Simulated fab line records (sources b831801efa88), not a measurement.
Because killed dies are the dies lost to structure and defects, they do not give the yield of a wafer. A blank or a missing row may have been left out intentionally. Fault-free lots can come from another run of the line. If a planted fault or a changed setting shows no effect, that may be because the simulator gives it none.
A struck lot beside a sound one / flow sky130 / 16 out of 708 route steps
Sound: wafers L787.3, L787.5, L787.6. Struck: wafers L798.2, L798.3, L798.4. At the end, the cause is stated.
Per side, at each step with rows, come the tool, then ch with its chambers, and then its first start. Under that, the readings that differ: sound wafers / struck wafers / difference of the means / sigmas: that difference in standard deviations of wafers without a fault.
alike: readings whose means differ by less than 2 such deviations, and words and numbers that are the same on both sides. not compared: withheld readings, readings that some wafer has no value for, bounds like >300 that may hide the same value, and numbers for which the record gives no deviation and whose values overlap.
Wherever a step has rows on one side only, a row that says differs or no value, or a row with sigmas, the two part there. Numbers that have no deviation but don't overlap get no sigmas and don't part them. A reading that every wafer of one side lacks parts them only if that side has two wafers or more.

first, 2 steps without rows for these wafers: SKY_METAL3_PEB_11; SKY_METAL3_DEVELOP_12 (develop time 60 s).
SKY_METAL3_CD_MEAS_13 targets a cd of 300 nm.
  sound on cd_sem-02, day 38 00:24; struck on cd_sem-01, day 43 07:35
  alike: cd_nm
SKY_METAL3_OVL_MEAS_14:
  sound on overlay-01, day 38 00:30; struck on overlay-02, day 43 07:41
  alike: METAL3_OVL
SKY_METAL3_DESCUM_15: chemistry O2, time 8 s.
  sound on rie_metal-01 ch 0,1, day 38 00:32; struck on rie_metal-02 ch 0,1, day 43 07:43
  alike: chamber_pressure_mTorr, drypump_motor_current_A, oes_product_au
  not compared: rf_hours_counter_h
SKY_METAL3_ETCH_16: etches BARC in N2/H2, stops on SiO2, time 88.2 s, target depth 60 nm.
  sound on rie_metal-01 ch 0,1, day 38 00:35; struck on rie_metal-02 ch 0,1, day 43 07:45
  alike: chamber_pressure_mTorr, drypump_motor_current_A, oes_product_au, throttle_valve_pct
  not compared: rf_hours_counter_h
then, 1 step without rows for these wafers: SKY_METAL3_ETCH_17 (etches SiO2 in C4F8/O2/Ar, stops on TiN, time 3.9 s, target depth 15 nm).
SKY_METAL3_METAL_ETCH_18: etches the open film in Cl2/BCl3, stops on SiO2, target depth 845 nm, time 183.1 s.
  sound on rie_metal-02 ch 0,1, day 38 00:44; struck on rie_metal-01 ch 0,1, day 43 07:52
  alike: bcl3_flow_sccm, chamber_pressure_mTorr, drypump_motor_current_A, oes_product_au, throttle_valve_pct
  not compared: rf_hours_counter_h
SKY_METAL3_STRIP_19: strips in O2/N2.
  sound on plasma_asher-02 ch 0,1, day 38 00:53; struck on plasma_asher-02 ch 0,1, day 43 08:03
  alike: chamber_pressure_mTorr, drypump_motor_current_A, oes_product_au, strip_time_to_endpoint_s
  not compared: rf_hours_counter_h
then, 3 steps without rows for these wafers: SKY_METAL3_STRIP_20 (strips in post etch residue remover, time 1200 s); SKY_METAL3_CLEAN_21 (cleans in IPA, time 180 s); SKY_METAL3_CLEAN_22 (cleans in O3/DIW).
SKY_VIA3_HDPCVD_00: deposits SiO2, target thk 1635 nm, time 272.5 s.
  sound on hdpcvd-01 ch 0,1, day 38 01:31; struck on hdpcvd-01 ch 0,1,2, day 43 08:58
  alike: pressure_mtorr
SKY_VIA3_THK_MEAS_01:
  sound on film_metro-03, day 38 01:43; struck on film_metro-02, day 43 09:09
reading=VIA3_HDPCVD_THK (nm); sound=1647 1626 1649; struck=3264 3256 3266; difference=+1621; sigmas=+99 or more
SKY_VIA3_CMP_02: polishes SiO2.
  sound on cmp-01 ch 1,2,3, day 38 01:51; struck on cmp-02 ch 0,1,3, day 43 09:12
  alike: motor_current_A, slurry_filter_dp_kPa
-- the record jumps here: 6 days lie between the struck wafers' starts before and after (it left off in module VIA3 and takes up again in module PAD_OPEN, whose first step shown is number 708 of the route) --
SKY_PAD_OPEN_PROBE_99:
  sound on prober-01, day 45 08:17; struck on prober-02, day 49 15:20
reading=defect_limited_yield (%); sound=80.7 80.5 83.1; struck=76.4; difference=-5.0; sigmas=-2
reading=killed_at_front_end; sound=17 12 21; struck=27; difference=+10; sigmas=+2
reading=killed_dies; sound=95 96 83; struck=116; difference=+25; sigmas=+2
reading=killed_short; sound=38 45 41; struck=56; difference=+15; sigmas=+2
reading=sort_bin_3_pad_short (%); sound=0.4 0.6 0.8; struck=1.8; difference=+1.2; sigmas=+3
reading=sort_bin_6_memory (%); sound=7.1 5.9 6.9; struck=9.1; difference=+2.5; sigmas=+2
reading=sort_n_pass; sound=397 396 409; struck=376; difference=-25; sigmas=-2
reading=sort_yield_pct (%); sound=80.7 80.5 83.1; struck=76.4; difference=-5.0; sigmas=-2
  alike: killed_at_M0_to_M3, killed_at_M4_up, killed_at_contacts, killed_at_other, killed_open, sort_bin_5_function

== WHERE THEY PART ==
At SKY_VIA3_THK_MEAS_01 first; at SKY_PAD_OPEN_PROBE_99 last (within this record only).

WHY: whatever the simulator had introduced
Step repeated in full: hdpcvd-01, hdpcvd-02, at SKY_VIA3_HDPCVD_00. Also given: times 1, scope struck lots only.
